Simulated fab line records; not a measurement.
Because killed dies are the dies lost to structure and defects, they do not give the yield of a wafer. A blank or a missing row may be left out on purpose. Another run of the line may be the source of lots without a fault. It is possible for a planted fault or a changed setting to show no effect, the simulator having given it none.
Code-filled problem report in 8D (eight disciplines) form :: flow gf180mcu :: the parts of the form that need people (team, actions taken, sign-off) are left out

1. THE ISSUE
Wafers without a fault read 3000.0 rpm, standard deviation 1.9; spin-speed-rpm at GF_HV_LDD_COAT_41 reads a mean of 3339.8 rpm on 6 wafers belonging to 2 lots. So: +99 or more standard deviations from the usual mean.
The step: resist thk 1000 nm.
First observed at day 18 13:16: wafer L539.2, on litho-track-02. The record holds 39 wafers of 13 lots with a number at this step. By rule, "out" or "out of limits" means more than 4 standard deviations away from the usual mean. All remaining wafers that have a number are taken as sound.

2. WHAT IT IS, WHAT IT ISN'T
question: which readings at this step
is: spin-speed-rpm
is not: -

question: which lots
is: L539, L541
is not: L521, L522, L524, L526, L527, L529, L530, L532, L536, L538, L542

question: which wafers of those lots
is: all that have a number
is not: -

question: read on which tools
is: litho-track-02
is not: litho-track-01, litho-track-03

question: when
is: from day 18 13:16
is not: up to then (30 sound wafers); but 3 sound wafers of L542 came after

3. THE SUSPECTS, EACH WITH WHAT RULES IT OUT
Counting: a tool at a process step up to the reading stays a suspect if it ran every lot that is out and no sound lot after the first of them.
- litho-track-02 at GF_HV_LDD_COAT_41 (resist thk 1000 nm): kept. It ran every lot that is out, first L539 (day 18 13:16), and no sound lot after that; its last sound lot up to then is L532 (day 16 06:13). On those wafers its own readings are out: spin-speed-rpm.
Left after counting: litho-track-02 at GF_HV_LDD_COAT_41.

4. THE CAUSE (what the simulator had put in)
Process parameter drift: litho-track-02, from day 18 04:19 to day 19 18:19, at GF_HV_LDD_COAT_41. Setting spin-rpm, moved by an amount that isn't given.
This tool alone remained once counting was done.

5. THE EFFECT CHAIN, in route order
Each row: a reading whose mean over the struck wafers that have a number lies more than 3 standard deviations from the usual. Scope: only readings with a usual standard deviation given in the record; hours: median across lots of the time from each lot's start at the first step in this table that gives one to its start at this step; sigmas: change in usual standard deviations.
hours: 0
step: GF_HV_LDD_COAT_41
reading: spin-speed-rpm
usual: 3000.0 rpm
on struck wafers: 3339.8
change: +339.8
sigmas: +99 or more

hours: 13
step: GF_HV_LDD_STRIP_49
reading: strip-time-to-endpoint-s
usual: 12.63 s
on struck wafers: 11.99
change: -0.64
sigmas: -18
Here are the process steps it includes:
- GF_HV_LDD_COAT_41: resist thk 1000 nm.
- GF_HV_LDD_STRIP_49: strips in O2/N2.
Later measuring or inspecting steps at which every struck wafer that the step has a row for has a number for every such reading, and none has moved that far: GF_V1_THK_MEAS_01.

6. WHAT WOULD HAVE CAUGHT IT SOONER
9 hours passed between the start of the fault at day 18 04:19 and the first reading out of limits in this record, taken at day 18 13:16.
